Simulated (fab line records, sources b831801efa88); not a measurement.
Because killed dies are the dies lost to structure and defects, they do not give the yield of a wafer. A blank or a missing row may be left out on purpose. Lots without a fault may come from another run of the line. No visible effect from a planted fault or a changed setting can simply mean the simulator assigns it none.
One fault through the eyes of 2 desks -- flow gf180mcu -- only its own numbers are on each desk; what lay behind them is given at the end

== AT THE METROLOGY DESK ==
What the gauges read, lot by lot, whatever tool the lot ran on: means of the sampled wafers that have a number. Marked OUT: a lot whose mean sits more than 4 standard deviations from the usual mean, which makes it out of limits; the brackets give that distance.
Columns: A = V4_W_RS at GF_V4_RS_MEAS_24, usual 0.328 ohm/sq; B = V4_W_THK at GF_V4_THK_MEAS_25, usual 339 nm; C = MIM_CVD_05_THK at GF_MIM_THK_MEAS_06, usual 41.8 nm; D = MIM_ALCU_RS at GF_MIM_RS_MEAS_10, usual 0.1606 ohm/sq; E = MIM_ALCU_THK at GF_MIM_THK_MEAS_11, usual 197.5 nm
lot,first seen here,A,B,C,D,E
L290,day 27 01:12,0.326,341,41.4,0.1615,195.6
L291,day 27 13:53,0.335,332,41.7,0.1609,198.2
L297,day 29 06:30,0.326,340,42.9,0.1406 (-11) OUT,225.7 (+11) OUT
L301,day 30 10:38,0.329,335,42.7,0.1490 (-6.5) OUT,215.6 (+7.3) OUT
L302,day 30 16:29,0.324,340,42.2,0.1643,193.6
L304,day 31 04:10,0.325,343,41.2,0.1598,199.4
This desk's finding: out of limits on L297, L301; first on L297, day 29 07:24 (MIM_ALCU_RS at GF_MIM_RS_MEAS_10). In limits: L290, L291, L302, L304.

== THE TOOL OWNER'S DESK: pvd_sputter-02 ==
The tool's own readings at GF_MIM_SPUTTER_08 (material AlCu, target thk 200 nm, time 10.6 s): means of the sampled wafers that have a number, for each lot that ran on this tool. Marked OUT: a lot whose mean sits more than 4 standard deviations from the usual mean, which makes it out of limits; the brackets give that distance.
Columns: A = cathode_dc_power_W at GF_MIM_SPUTTER_08, usual 10600 W; B = throttle_valve_pct at GF_MIM_SPUTTER_08, usual 30.4 %
lot,first seen here,A,B
L291,day 27 14:43,10601,30.1
L297,day 29 07:17,10600,30.6
L301,day 30 11:28,10602,30.8
This desk found nothing out of limits on any of the 3 lots.

== ALL TOGETHER ==
An alarm was possible from the metrology desk at day 29 07:24, on L297, L301.
The tool owner's desk saw nothing out of limits.
Tool owner's desk: L297, L301 on record, inside its limits.
The lots listed all ran GF_MIM_SPUTTER_08 on pvd_sputter-02.

== WHAT HAD BEEN PUT IN BY THE SIMULATOR ==
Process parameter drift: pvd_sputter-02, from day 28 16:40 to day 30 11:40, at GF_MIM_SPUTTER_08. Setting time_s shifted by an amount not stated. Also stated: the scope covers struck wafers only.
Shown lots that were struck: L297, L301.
Per desk, hours elapsed from the start of the fault to the first reading out of limits: for the metrology desk, 15.
